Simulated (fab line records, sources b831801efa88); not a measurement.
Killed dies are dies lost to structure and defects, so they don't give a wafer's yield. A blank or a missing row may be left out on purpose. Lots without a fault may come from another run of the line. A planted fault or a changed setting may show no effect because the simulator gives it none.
Which tool did it? | flow sky130 | 13 lots, 39 wafers sampled, at 3 steps of a route of 708

WHAT THE GAUGES READ, wafer by wafer
SKY_LDD_HVN_TW_MEAS_10. Usual: LDD_HVN_TW 1428, standard deviation 8.8.
lot  | measured     | on            | LDD_HVN_TW     | flag
L675 | day 20 05:10 | film_metro-03 | 1413 1410 1418 |
L676 | day 20 11:13 | film_metro-02 | 1441 1434 1432 |
L680 | day 22 09:57 | film_metro-04 | 1430 1435 1428 |
L683 | day 23 13:10 | film_metro-04 | 1440 1434 1432 |
L684 | day 24 04:31 | film_metro-04 | 1432 1430 1428 |
L685 | day 24 11:17 | film_metro-02 | 1425 1415 1427 |
L687 | day 24 14:23 | film_metro-04 | 1438 1433 1434 |
L688 | day 25 05:13 | film_metro-04 | 1446 1429 1431 |
L689 | day 25 14:51 | film_metro-02 | 1418 1417 1421 |
L695 | day 27 07:28 | film_metro-03 | 1429 1426 1424 |
L696 | day 27 12:14 | film_metro-02 | 1413 1414 1418 |
L697 | day 28 02:23 | film_metro-03 | 1433 1420 1422 |
L698 | day 28 18:13 | film_metro-03 | 1417 1417 1426 |

SKY_LDD_HVP_OVL_MEAS_07. Usual: LDD_HVP_OVL -1.0 nm, standard deviation 1.7.
lot  | measured     | on         | LDD_HVP_OVL (nm) | flag
L675 | day 21 12:11 | overlay-01 | 1.4 1.4 1.9      |
L676 | day 21 17:15 | overlay-02 | 0.1 0.1 -0.5     |
L680 | day 23 16:17 | overlay-01 | -0.2 -0.4 -0.8   |
L683 | day 24 18:15 | overlay-01 | -1.6 -2.5 -1.3   |
L684 | day 25 09:30 | overlay-01 | -3.9 -3.4 -4.0   |
L685 | day 25 16:29 | overlay-01 | -0.7 0.7 0.2     |
L687 | day 25 19:27 | overlay-02 | 0.6 1.7 -0.3     |
L688 | day 26 09:42 | overlay-01 | -0.5 -2.1 -2.7   |
L689 | day 26 19:57 | overlay-01 | 0.7 0.9 1.2      |
L695 | day 28 11:20 | overlay-02 | -0.8 0.3 -1.2    |
L696 | day 28 17:02 | overlay-02 | -5.0 -3.4 -2.7   |
L697 | day 29 06:36 | overlay-02 | -0.6 0.5 1.1     |
L698 | day 29 22:06 | overlay-01 | -2.8 -4.8 -3.4   |

SKY_SPACER_THK_MEAS_01. Usual: SPACER_CVD_00_THK 42.9 nm, standard deviation 0.42.
lot  | measured     | on            | SPACER_CVD_00_THK (nm) | flag
L675 | day 22 20:43 | film_metro-01 | 42.5 42.9 42.8         |
L676 | day 23 02:43 | film_metro-02 | 43.0 43.3 43.2         |
L680 | day 25 02:03 | film_metro-01 | 43.2 42.8 42.8         |
L683 | day 26 04:24 | film_metro-02 | 43.1 43.0 43.3         |
L684 | day 26 17:19 | film_metro-01 | 42.6 42.6 42.8         |
L685 | day 27 01:43 | film_metro-02 | 42.9 43.0 42.7         |
L687 | day 27 05:20 | film_metro-02 | 42.4 42.2 43.0         |
L688 | day 27 19:54 | film_metro-02 | 42.4 42.4 42.5         |
L689 | day 28 04:14 | film_metro-03 | 43.6 43.2 43.7         |
L695 | day 29 17:14 | film_metro-03 | 43.0 43.1 42.8         |
L696 | day 29 23:13 | film_metro-01 | 42.9 43.2 43.3         |
L697 | day 30 13:20 | film_metro-02 | 42.4 42.3 42.5         |
L698 | day 31 04:57 | film_metro-02 | 42.8 42.4 42.1         |

WHICH TOOL RAN EACH LOT (tool, then ch and the chambers of the sampled wafers, then the start)
The record holds no process step before these readings.

WHAT THE TOOLS THEMSELVES READ (means of the sampled wafers that have a number; where no wafer has one, the mark that the record gives instead)
The record holds no such reading with a usual standard deviation.

THE ANSWER, worked out from the rows above alone
Rule: a lot is off if the mean of its wafers that have a number lies more than 3 standard deviations from the usual mean. A lot without any number at a reading at which 4 lots or more have one is off too. The other lots that the step has rows for count as sound. The gauges are gone through in route order, then the tools' own readings, and for those a lot's mean is taken as printed above. The first step at which some lot is off is used, and at that step the reading that is off furthest; a lot without a number counts as furthest.
No lot is off at any reading shown: from this, nothing can be told.

WHAT THE SIMULATOR HAD PUT IN
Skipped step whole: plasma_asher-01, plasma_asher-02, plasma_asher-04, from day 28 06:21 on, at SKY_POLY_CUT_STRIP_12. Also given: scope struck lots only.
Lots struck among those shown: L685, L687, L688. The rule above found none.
